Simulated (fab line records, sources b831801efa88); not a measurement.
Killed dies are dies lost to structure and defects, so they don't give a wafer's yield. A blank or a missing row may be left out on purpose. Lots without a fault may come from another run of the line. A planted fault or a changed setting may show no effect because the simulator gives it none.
Split-lot experiment | flow sfq_line | 5 lots, 13 wafers read, on a route of 325 steps

THE SPLIT
At SFQ_TRILAYER_M0_LITHO_COAT_026 (resist thk 62 nm), the setting spin_rpm was moved away from the recipe's 3000 rpm on 6 of the 13 wafers read, by -6.1% to -3.0%. The other wafers ran this setting at the recipe's value.

FROM THE SPLIT TO THE READING: what the file shows between them, 3 steps
- SFQ_TRILAYER_M0_LITHO_COAT_021: resist thk 600 nm
- SFQ_TRILAYER_M0_LITHO_SOFTBAKE_025
- SFQ_TRILAYER_M0_LITHO_DEVELOP_023: time 60 s

THE READING
etch.depth_nm (the simulator's own value, which no gauge read), in nm, at SFQ_TRILAYER_M0_BARC_OPEN_METAL_ETCH_031 (etches BARC in O2, target depth 125 nm, time 41.7 s). The file gives no usual value for it. The 7 wafers here that ran the recipe average 61.79 nm, standard deviation 0.19 nm.

wafer  | tool, chamber at the split | spin_rpm as run, rpm | against the recipe | etch.depth_nm, nm | against lot-mates on the recipe
L074.5 | litho_track-04, 0          | 3000                 | recipe             | 61.93             | -
L077.3 | litho_track-01, 0          | 3000                 | recipe             | 61.95             | -
L077.5 | litho_track-01, 0          | 2843                 | -5.2%              | 63.78             | +1.83
L078.2 | litho_track-02, 0          | 2911                 | -3.0%              | 63.02             | +1.07
L078.3 | litho_track-02, 0          | 3000                 | recipe             | 61.96             | -
L078.4 | litho_track-02, 0          | 2911                 | -3.0%              | 62.85             | +0.90
L078.5 | litho_track-02, 0          | 3000                 | recipe             | 61.94             | -
L078.6 | litho_track-02, 0          | 2911                 | -3.0%              | 62.87             | +0.92
L079.1 | litho_track-01, 0          | 2817                 | -6.1%              | 63.87             | no lot-mate on the recipe
L079.5 | litho_track-01, 0          | 2817                 | -6.1%              | 64                | no lot-mate on the recipe
L081.1 | litho_track-01, 0          | 3000                 | recipe             | 61.71             | -
L081.4 | litho_track-01, 0          | 3000                 | recipe             | 61.46             | -
L081.6 | litho_track-01, 0          | 3000                 | recipe             | 61.61             | -

THE FIT
A straight line over all 13 wafers: etch.depth_nm changes by -0.36 nm for each +1% of spin_rpm; r = -0.99; the points scatter about the line by 0.16 nm.
The same after taking each lot's own level away (the mean of its wafers on the recipe; 11 wafers): -0.339 nm for each +1%; r = -0.99; scatter 0.08 nm.
On that fit, the largest move of spin_rpm shifts the reading by 2.1 nm.
The lots' own levels span 61.593 to 61.950 nm, that is 1.9 times the standard deviation above.
So the lot-to-lot level changes the slope little: the two slopes agree.
Check: with one of the wafers moved furthest among these (-5.2%) left out of the fit, the line predicts +1.7 nm for it against its lot-mates. It came out at +1.83 nm against them.

OTHER SPLITS ON THESE WAFERS
These wafers also went through other splits before the reading. Each is held against what the fit with the lots' levels taken away leaves over:
other split on the same wafers                  | wafers away from the commonest value | r with etch.depth_nm (lot level and that fit taken away)
SFQ_TRILAYER_L0_LITHO_COAT_010 resist_thk_nm    | 4                                    | +0.00
SFQ_TRILAYER_L0_BARC_OPEN_METAL_ETCH_010 bias_w | 1                                    | +0.03
SFQ_TRILAYER_L0_VIA_LITHO_PEB_016 peb_time_s    | 7                                    | +0.24

THE WHOLE CHAIN: every reading that the file lists as answering this split, in the file's order
step                                     | what it does                                        | reading                                                                                    | change (the file's fit)               | r (the file's)
SFQ_TRILAYER_M0_LITHO_COAT_026           | resist thk 62 nm                                    | BARC_of_TRILAYER_M0_LITHO_COAT_026.thk_nm (the simulator's own value, which no gauge read) | -0.312 nm for each +1% of the setting | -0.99
SFQ_TRILAYER_M0_BARC_OPEN_METAL_ETCH_031 | etches BARC in O2, target depth 125 nm, time 41.7 s | etch.depth_nm (the simulator's own value, which no gauge read)                             | -0.339 nm for each +1% of the setting | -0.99

THE FILE'S OWN FIT
etch.depth_nm changes by -0.339 nm for each +1% of spin_rpm, r = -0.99.
